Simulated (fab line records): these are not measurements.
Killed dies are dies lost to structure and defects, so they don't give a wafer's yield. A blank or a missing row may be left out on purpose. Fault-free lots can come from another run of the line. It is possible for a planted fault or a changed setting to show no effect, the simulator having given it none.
fab line records + flow gf180mcu
record
- lots=12
- wafers=36
- last_day=34
route steps=602 shown M2@378 M3@423 V3@431
lots that met no fault: taken from a fault-free run of the same line
start_h: the number of hours between the record's first day and the start of the first shown wafer of the lot + wait_h: hours elapsed since this lot's preceding step + " the same as in the row above + L1.1+2: a row that stands for several wafers + - no value, or no start was given + * or withheld: withheld + < > ~ a bound
route shown NAME@n: names a module that has steps shown in the file, with the first one's number in the route + usual: mean/standard deviation of fault-free wafers + same: alike in all rows + chamber/n: place in a boat + sites: the reading at each site + _std_site: the values' standard deviation + _edge_site: inner sites' mean taken away from outer sites' mean + radius_mm: for every site, how far away it sits from the centre of the wafer + mask NAME#n: copy n + behind: tool/chamber where the wafer was last shaped + hold: the reason the lot was held/the length of the hold in hours/how it ended + device: the n, p or np transistor that did not switch + end of line: the route-end tests of the same wafers + a step with no rows: only its recipe + killed: at the first sort, the dies lost to defects and structure; wafer yield is something else + map: a wafer's dies, x killed, . not, _ none there
set.NAME: the run value of the setting; set.NAME@STEP: its run value at that earlier step + model.NAME: the simulator's own value behind a step, which no gauge read
a sample of lots followed through the steps of the route, with each step as a table and each wafer as a row
services: the hour from which a tool's chamber was out of use, counted from the record's first day as start_h (under 0 if before that day), plus the number of hours and why
## steps
# step GF_M2_METAL_ETCH_16
# recipe
- chemistry=Cl2/BCl3
- mask_material=KrF
- target_depth_nm=750.8
- stop_on=SiO2
- pressure_mtorr=8
- icp_w=800
- bias_w=140
- Cl2_flow_sccm=80
- bcl3_flow_sccm=40
- time_s=125.1
# usual
- bcl3_flow_sccm=40.01/0.12
- drypump_motor_current_A=5.9/0.33
- he_backside_leak_sccm=3.34/0.2
- oes_product_au=0.989/0.0074
- throttle_valve_pct=28.232/0.01
| lot.wafer | tool         | chamber | start_h | wait_h | bcl3_flow_sccm | drypump_motor_current_A | he_backside_leak_sccm | oes_product_au | rf_hours_counter_h | throttle_valve_pct |
|-----------|--------------|---------|---------|--------|----------------|-------------------------|-----------------------|----------------|--------------------|--------------------|
| L740.2    | rie_metal-03 | 0       | 435.69  | 0.0    | 39.92          | 6.0                     | 3.42                  | 0.991          | 10                 | 28.238             |
| L740.5    | "            | 1       | "       | "      | 40.03          | 5.8                     | 3.39                  | 0.982          | -                  | 28.236             |
| L740.6    | "            | 0       | "       | "      | 39.86          | 6.0                     | 3.36                  | 0.988          | -                  | 28.235             |
| L743.1    | rie_metal-01 | 0       | 468.17  | 0.0    | 40.02          | 6.3                     | 3.42                  | 0.999          | 8                  | 28.220             |
| L743.5    | "            | 1       | "       | "      | 40.15          | 5.3                     | 3.24                  | 0.996          | -                  | 28.240             |
| L743.6    | "            | 0       | "       | "      | 39.88          | 6.3                     | 3.21                  | 1.002          | -                  | 28.227             |
| L744.1    | rie_metal-01 | 0       | 483.13  | 0.0    | 40.07          | 6.3                     | 3.12                  | 0.995          | 9                  | 28.213             |
| L744.3    | "            | 1       | "       | "      | 39.99          | 5.3                     | 3.21                  | 0.987          | -                  | 28.234             |
| L744.6    | "            | 0       | "       | "      | 40.04          | 6.3                     | 3.46                  | 0.997          | -                  | 28.219             |
| L745.1    | rie_metal-03 | 0       | 490.67  | 0.0    | 40.07          | 6.0                     | 3.42                  | 0.995          | 12                 | 28.243             |
| L745.5    | "            | 0       | "       | "      | 40.03          | 6.0                     | 3.42                  | 0.997          | -                  | 28.242             |
| L745.6    | "            | 1       | "       | "      | 40.08          | 5.8                     | 3.51                  | 0.982          | -                  | 28.239             |
| L746.2    | rie_metal-01 | 0       | 497.77  | 0.0    | 40.10          | 6.3                     | 3.53                  | 0.994          | 9                  | 28.219             |
| L746.3    | "            | 1       | "       | "      | 40.18          | 5.3                     | 3.17                  | 0.981          | -                  | 28.225             |
| L746.5    | "            | 0       | "       | "      | 40.03          | 6.3                     | 3.49                  | 0.993          | -                  | 28.221             |
| L747.1    | rie_metal-01 | 1       | 507.42  | 0.0    | 40.14          | 5.3                     | 3.36                  | 0.991          | 11                 | 28.225             |
| L747.4    | "            | 1       | "       | "      | 40.15          | 5.3                     | 3.24                  | 0.992          | -                  | 28.228             |
| L747.6    | "            | 1       | "       | "      | 40.02          | 5.3                     | 3.06                  | 1.000          | -                  | 28.228             |
| L748.1    | rie_metal-03 | 0       | 516.87  | 0.0    | 40.23          | 6.0                     | 3.30                  | 0.983          | 12                 | 28.228             |
| L748.2    | "            | 1       | "       | "      | 40.11          | 5.8                     | 3.51                  | 0.981          | 8                  | 28.244             |
| L748.3    | "            | 0       | "       | "      | 40.03          | 6.0                     | 3.47                  | 0.998          | -                  | 28.222             |
| L749.3    | rie_metal-03 | 0       | 523.92  | 0.1    | 40.06          | 6.0                     | 3.27                  | 0.992          | -                  | 28.233             |
| L749.4    | "            | 1       | "       | "      | 39.88          | 5.8                     | 3.57                  | 0.990          | -                  | 28.240             |
| L749.5    | "            | 1       | "       | "      | 39.87          | 5.8                     | 3.71                  | 0.981          | -                  | 28.254             |
| L751.2    | rie_metal-04 | 1       | 539.03  | 0.0    | 40.04          | 6.0                     | 3.04                  | 0.990          | 12                 | 28.226             |
| L751.3    | "            | 0       | "       | "      | 39.85          | 5.5                     | 3.26                  | 0.993          | -                  | 28.211             |
| L751.5    | "            | 1       | "       | "      | 40.13          | 6.1                     | 2.93                  | 0.988          | -                  | 28.227             |
| L755.4    | rie_metal-01 | 0       | 572.22  | 0.1    | 39.91          | 6.3                     | 3.33                  | 0.997          | -                  | 28.219             |
| L755.5    | "            | 1       | "       | "      | 40.17          | 5.3                     | 3.25                  | 0.997          | -                  | 28.232             |
| L755.6    | "            | 0       | "       | "      | 40.12          | 6.3                     | 3.38                  | 1.003          | -                  | 28.218             |
| L759.3    | rie_metal-04 | 0       | 610.62  | 0.1    | 39.78          | 5.5                     | 4.27                  | 0.988          | -                  | 28.220             |
| L759.4    | "            | 1       | "       | "      | 40.19          | 6.1                     | 3.00                  | 0.979          | -                  | 28.225             |
| L759.5    | "            | 0       | "       | "      | 40.14          | 5.5                     | 3.07                  | 0.993          | -                  | 28.233             |
| L763.1    | rie_metal-03 | 1       | 635.89  | 0.0    | 39.98          | 5.8                     | 3.47                  | 0.981          | 12                 | 28.224             |
| L763.2    | "            | 0       | "       | "      | 40.02          | 6.0                     | 3.41                  | 0.985          | 0                  | 28.243             |
| L763.6    | "            | 1       | "       | "      | 39.97          | 5.8                     | 3.50                  | 0.977          | -                  | 28.239             |
# step GF_M3_CD_MEAS_14
# recipe
- target_cd_nm=280
# usual
- cd_nm=279.6/1.3
| lot.wafer | tool      | chamber | start_h | wait_h | cd_nm |
|-----------|-----------|---------|---------|--------|-------|
| L740.2    | cd_sem-02 | -       | 486.81  | 0.1    | 277.7 |
| L740.5    | "         | -       | "       | "      | 277.2 |
| L740.6    | "         | -       | "       | "      | 278.1 |
| L743.1    | cd_sem-01 | -       | 518.56  | 0.1    | 279.9 |
| L743.5    | "         | -       | "       | "      | 280.5 |
| L743.6    | "         | -       | "       | "      | 280.8 |
| L744.1    | cd_sem-01 | -       | 533.54  | 0.1    | 281.5 |
| L744.3    | "         | -       | "       | "      | 281.5 |
| L744.6    | "         | -       | "       | "      | 281.5 |
| L745.1    | cd_sem-02 | -       | 539.51  | 0.1    | 277.2 |
| L745.5    | "         | -       | "       | "      | 276.7 |
| L745.6    | "         | -       | "       | "      | 277.1 |
| L746.2    | cd_sem-01 | -       | 547.50  | 0.1    | 281.2 |
| L746.3    | "         | -       | "       | "      | 280.1 |
| L746.5    | "         | -       | "       | "      | 279.7 |
| L747.1    | cd_sem-01 | -       | 557.12  | 0.1    | 280.0 |
| L747.4    | "         | -       | "       | "      | 280.4 |
| L747.6    | "         | -       | "       | "      | 280.6 |
| L748.1    | cd_sem-01 | -       | 565.72  | 0.1    | 280.3 |
| L748.2    | "         | -       | "       | "      | 279.4 |
| L748.3    | "         | -       | "       | "      | 279.0 |
| L749.3    | cd_sem-01 | -       | 571.56  | 0.1    | 279.5 |
| L749.4    | "         | -       | "       | "      | 279.0 |
| L749.5    | "         | -       | "       | "      | 278.5 |
| L751.2    | cd_sem-01 | -       | 587.09  | 0.1    | 279.5 |
| L751.3    | "         | -       | "       | "      | 280.0 |
| L751.5    | "         | -       | "       | "      | 280.4 |
| L755.4    | cd_sem-01 | -       | 617.92  | 0.1    | 279.4 |
| L755.5    | "         | -       | "       | "      | 279.5 |
| L755.6    | "         | -       | "       | "      | 279.2 |
| L759.3    | cd_sem-01 | -       | 654.56  | 0.1    | 280.9 |
| L759.4    | "         | -       | "       | "      | 279.3 |
| L759.5    | "         | -       | "       | "      | 279.2 |
| L763.1    | cd_sem-01 | -       | 678.48  | 0.1    | 277.8 |
| L763.2    | "         | -       | "       | "      | 278.4 |
| L763.6    | "         | -       | "       | "      | 278.8 |
# step GF_V3_CVD_02
# recipe
- material=SiO2
- target_thk_nm=850
- precursor=TEOS
- temp_c=400
- time_s=94.851
- rf_w=600
# usual
- heater_power_w=696/85
- run_length_s=122.9/0.5
| lot.wafer | tool     | chamber | start_h | wait_h | heater_power_w | run_length_s |
|-----------|----------|---------|---------|--------|----------------|--------------|
| L740.2    | pecvd-01 | 2       | 487.74  | 0.0    | 657            | 123.7        |
| L740.5    | "        | 1       | "       | "      | 635            | 122.7        |
| L740.6    | "        | 0       | "       | "      | 661            | 123.2        |
| L743.1    | pecvd-02 | 0       | 519.52  | 0.1    | 795            | 123.7        |
| L743.5    | "        | 1       | "       | "      | 742            | 122.6        |
| L743.6    | "        | 2       | "       | "      | 648            | 123.6        |
| L744.1    | pecvd-02 | 1       | 534.62  | 0.1    | 862            | 123.1        |
| L744.3    | "        | 2       | "       | "      | 773            | 123.4        |
| L744.6    | "        | 0       | "       | "      | 656            | 123.5        |
| L745.1    | pecvd-02 | 0       | 540.47  | 0.1    | 748            | 123.7        |
| L745.5    | "        | 2       | "       | "      | 797            | 122.9        |
| L745.6    | "        | 1       | "       | "      | 741            | 122.5        |
| L746.2    | pecvd-03 | 1       | 548.44  | 0.0    | 705            | 122.2        |
| L746.3    | "        | 2       | "       | "      | 660            | 122.9        |
| L746.5    | "        | 1       | "       | "      | 721            | 122.3        |
| L747.1    | pecvd-03 | 2       | 558.07  | 0.1    | 704            | 123.2        |
| L747.4    | "        | 0       | "       | "      | 674            | 122.7        |
| L747.6    | "        | 2       | "       | "      | 563            | 122.9        |
| L748.1    | pecvd-03 | 0       | 566.67  | 0.1    | 716            | 122.4        |
| L748.2    | "        | 1       | "       | "      | 708            | 122.5        |
| L748.3    | "        | 2       | "       | "      | 603            | 122.9        |
| L749.3    | pecvd-01 | 1       | 572.47  | 0.0    | 583            | 123.2        |
| L749.4    | "        | 0       | "       | "      | 561            | 123.1        |
| L749.5    | "        | 1       | "       | "      | 641            | 122.6        |
| L751.2    | pecvd-03 | 0       | 588.02  | 0.0    | 700            | 122.8        |
| L751.3    | "        | 2       | "       | "      | 668            | 125.7        |
| L751.5    | "        | 2       | "       | "      | 705            | 126.0        |
| L755.4    | pecvd-03 | 0       | 618.84  | 0.1    | 710            | 122.5        |
| L755.5    | "        | 2       | "       | "      | 562            | 125.3        |
| L755.6    | "        | 1       | "       | "      | 591            | 123.0        |
| L759.3    | pecvd-01 | 1       | 655.50  | 0.0    | 646            | 122.7        |
| L759.4    | "        | 2       | "       | "      | 822            | 123.7        |
| L759.5    | "        | 1       | "       | "      | 515            | 123.0        |
| L763.1    | pecvd-03 | 2       | 679.43  | 0.1    | 724            | 122.8        |
| L763.2    | "        | 0       | "       | "      | 622            | 122.2        |
| L763.6    | "        | 0       | "       | "      | 683            | 122.7        |
# step GF_V3_THK_MEAS_03
# recipe
- reads=SiO2_of_V3_CVD_02
# usual
- V3_CVD_02_THK=855/11
| lot.wafer | tool          | chamber | start_h | wait_h | hold                     | V3_CVD_02_THK[nm] |
|-----------|---------------|---------|---------|--------|--------------------------|-------------------|
| L740.2    | film_metro-02 | -       | 487.82  | 0.0    | -                        | 846               |
| L740.5    | "             | -       | "       | "      | -                        | 870               |
| L740.6    | "             | -       | "       | "      | -                        | 860               |
| L743.1    | film_metro-03 | -       | 519.59  | 0.0    | -                        | 846               |
| L743.5    | "             | -       | "       | "      | -                        | 863               |
| L743.6    | "             | -       | "       | "      | -                        | 868               |
| L744.1    | film_metro-04 | -       | 534.69  | 0.0    | -                        | 843               |
| L744.3    | "             | -       | "       | "      | -                        | 840               |
| L744.6    | "             | -       | "       | "      | -                        | 864               |
| L745.1    | film_metro-03 | -       | 540.54  | 0.0    | -                        | 844               |
| L745.5    | "             | -       | "       | "      | -                        | 851               |
| L745.6    | "             | -       | "       | "      | -                        | 842               |
| L746.2    | film_metro-03 | -       | 548.52  | 0.0    | -                        | 857               |
| L746.3    | "             | -       | "       | "      | -                        | 840               |
| L746.5    | "             | -       | "       | "      | -                        | 857               |
| L747.1    | film_metro-02 | -       | 558.14  | 0.0    | -                        | 849               |
| L747.4    | "             | -       | "       | "      | -                        | 865               |
| L747.6    | "             | -       | "       | "      | -                        | 860               |
| L748.1    | film_metro-02 | -       | 566.74  | 0.0    | -                        | 854               |
| L748.2    | "             | -       | "       | "      | -                        | 861               |
| L748.3    | "             | -       | "       | "      | -                        | 864               |
| L749.3    | film_metro-02 | -       | 572.56  | 0.1    | -                        | 859               |
| L749.4    | "             | -       | "       | "      | -                        | 849               |
| L749.5    | "             | -       | "       | "      | -                        | 865               |
| L751.2    | film_metro-03 | -       | 588.10  | 0.0    | -                        | 859               |
| L751.3    | "             | -       | "       | "      | -                        | 873               |
| L751.5    | "             | -       | "       | "      | -                        | 887               |
| L755.4    | film_metro-04 | -       | 618.91  | 0.0    | await_dispo/0.2h/release | 885               |
| L755.5    | "             | -       | "       | "      | await_dispo/0.2h/release | 900               |
| L755.6    | "             | -       | "       | "      | await_dispo/0.2h/release | 867               |
| L755.4    | film_metro-04 | -       | 619.14  | 0.2    | -                        | 884               |
| L755.5    | "             | -       | "       | "      | -                        | 899               |
| L755.6    | "             | -       | "       | "      | -                        | 867               |
| L759.3    | film_metro-03 | -       | 655.59  | 0.1    | -                        | 842               |
| L759.4    | "             | -       | "       | "      | -                        | 851               |
| L759.5    | "             | -       | "       | "      | -                        | 850               |
| L763.1    | film_metro-04 | -       | 679.50  | 0.0    | -                        | 844               |
| L763.2    | "             | -       | "       | "      | -                        | 862               |
| L763.6    | "             | -       | "       | "      | -                        | 865               |
# step GF_V3_CD_MEAS_14
# recipe
- target_cd_nm=260
# usual
- cd_nm=260.0/1.3
| lot.wafer | tool      | chamber | start_h | wait_h | cd_nm |
|-----------|-----------|---------|---------|--------|-------|
| L740.2    | cd_sem-02 | -       | 512.00  | 0.1    | 258.4 |
| L740.5    | "         | -       | "       | "      | 257.7 |
| L740.6    | "         | -       | "       | "      | 258.5 |
| L743.1    | cd_sem-02 | -       | 542.87  | 0.1    | 260.3 |
| L743.5    | "         | -       | "       | "      | 259.7 |
| L743.6    | "         | -       | "       | "      | 261.3 |
| L744.1    | cd_sem-02 | -       | 558.18  | 0.1    | 258.3 |
| L744.3    | "         | -       | "       | "      | 260.0 |
| L744.6    | "         | -       | "       | "      | 259.8 |
| L745.1    | cd_sem-01 | -       | 562.83  | 0.1    | 258.4 |
| L745.5    | "         | -       | "       | "      | 258.0 |
| L745.6    | "         | -       | "       | "      | 258.9 |
| L746.2    | cd_sem-02 | -       | 570.95  | 0.1    | 258.8 |
| L746.3    | "         | -       | "       | "      | 259.5 |
| L746.5    | "         | -       | "       | "      | 259.6 |
| L747.1    | cd_sem-02 | -       | 580.28  | 0.1    | 260.6 |
| L747.4    | "         | -       | "       | "      | 259.8 |
| L747.6    | "         | -       | "       | "      | 259.8 |
| L748.1    | cd_sem-01 | -       | 588.97  | 0.1    | 259.4 |
| L748.2    | "         | -       | "       | "      | 259.0 |
| L748.3    | "         | -       | "       | "      | 258.7 |
| L749.3    | cd_sem-01 | -       | 594.26  | 0.1    | 258.6 |
| L749.4    | "         | -       | "       | "      | 258.2 |
| L749.5    | "         | -       | "       | "      | 258.8 |
| L751.2    | cd_sem-02 | -       | 609.89  | 0.1    | 262.0 |
| L751.3    | "         | -       | "       | "      | 261.7 |
| L751.5    | "         | -       | "       | "      | 261.7 |
| L755.4    | cd_sem-01 | -       | 639.38  | 0.1    | 259.5 |
| L755.5    | "         | -       | "       | "      | 260.0 |
| L755.6    | "         | -       | "       | "      | 258.9 |
| L759.3    | cd_sem-01 | -       | 674.56  | 0.1    | 259.3 |
| L759.4    | "         | -       | "       | "      | 258.3 |
| L759.5    | "         | -       | "       | "      | 260.2 |
| L763.1    | cd_sem-01 | -       | 699.07  | 0.1    | 260.0 |
| L763.2    | "         | -       | "       | "      | 259.6 |
| L763.6    | "         | -       | "       | "      | 258.2 |
## services
| tool         | chamber | start_h | hours | kind           |
|--------------|---------|---------|-------|----------------|
| pecvd-03     | -       | 416.91  | 5.5   | pm             |
| pecvd-02     | 0       | 441.13  | 16.9  | repair         |
| pecvd-01     | -       | 449.48  | 1.8   | repair         |
| pecvd-01     | 1       | 450.95  | 11.5  | repair         |
| pecvd-03     | 0       | 456.66  | 21.1  | repair         |
| rie_metal-01 | -       | 464.65  | 0.6   | repair         |
| pecvd-03     | 2       | 465.76  | 1.9   | repair         |
| pecvd-02     | -       | 510.76  | 0.7   | repair         |
| rie_metal-01 | 1       | 512.89  | -     | clean          |
| rie_metal-01 | 1       | 512.89  | 18.8  | scheduled_down |
| rie_metal-01 | 1       | 512.89  | 18.8  | vent_cycle     |
| pecvd-01     | 0       | 532.01  | 6.4   | repair         |
| pecvd-01     | 2       | 537.10  | 13.2  | repair         |
| pecvd-03     | -       | 542.62  | 0.7   | repair         |
| pecvd-03     | 2       | 555.35  | -     | calibration    |
| pecvd-02     | 2       | 592.92  | 17.0  | repair         |
| rie_metal-01 | 1       | 608.38  | 7.9   | repair         |
| pecvd-02     | 1       | 613.03  | 5.0   | repair         |
| rie_metal-03 | 0       | 613.04  | -     | clean          |
| rie_metal-03 | 0       | 613.04  | 17.2  | scheduled_down |
| rie_metal-03 | 0       | 613.04  | 17.2  | vent_cycle     |
| rie_metal-01 | 0       | 630.02  | -     | clean          |
| rie_metal-04 | -       | 653.97  | 0.6   | repair         |
| pecvd-02     | -       | 666.10  | 5.5   | pm             |
## key
first_sign
- step=GF_V3_CVD_02
- reading=run_length_s
- direction=up
- sigmas=5.5
- usual=*
- struck=*
effect
- step=GF_V3_THK_MEAS_03
- reading=V3_CVD_02_THK
- direction=up
- sigmas=2.8
- usual=855
- struck=887
met_at GF_V3_CVD_02
struck_lots L751,L755
struck_wafers L751.3,L751.5,L755.5
not_acting_at GF_M2_METAL_ETCH_16,GF_M3_CD_MEAS_14,GF_V3_CD_MEAS_14
onset_between 566.67 588.02
fault
- kind=process_parameter_drift
- tool=pecvd-03
- chamber=-
- onset_h=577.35
- steps=GF_V3_CVD_02
- channel=time_s
- offset=*
- shape=step
- end_h=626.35
- scope=struck_wafers_only
- acts_in=*
- stated=*
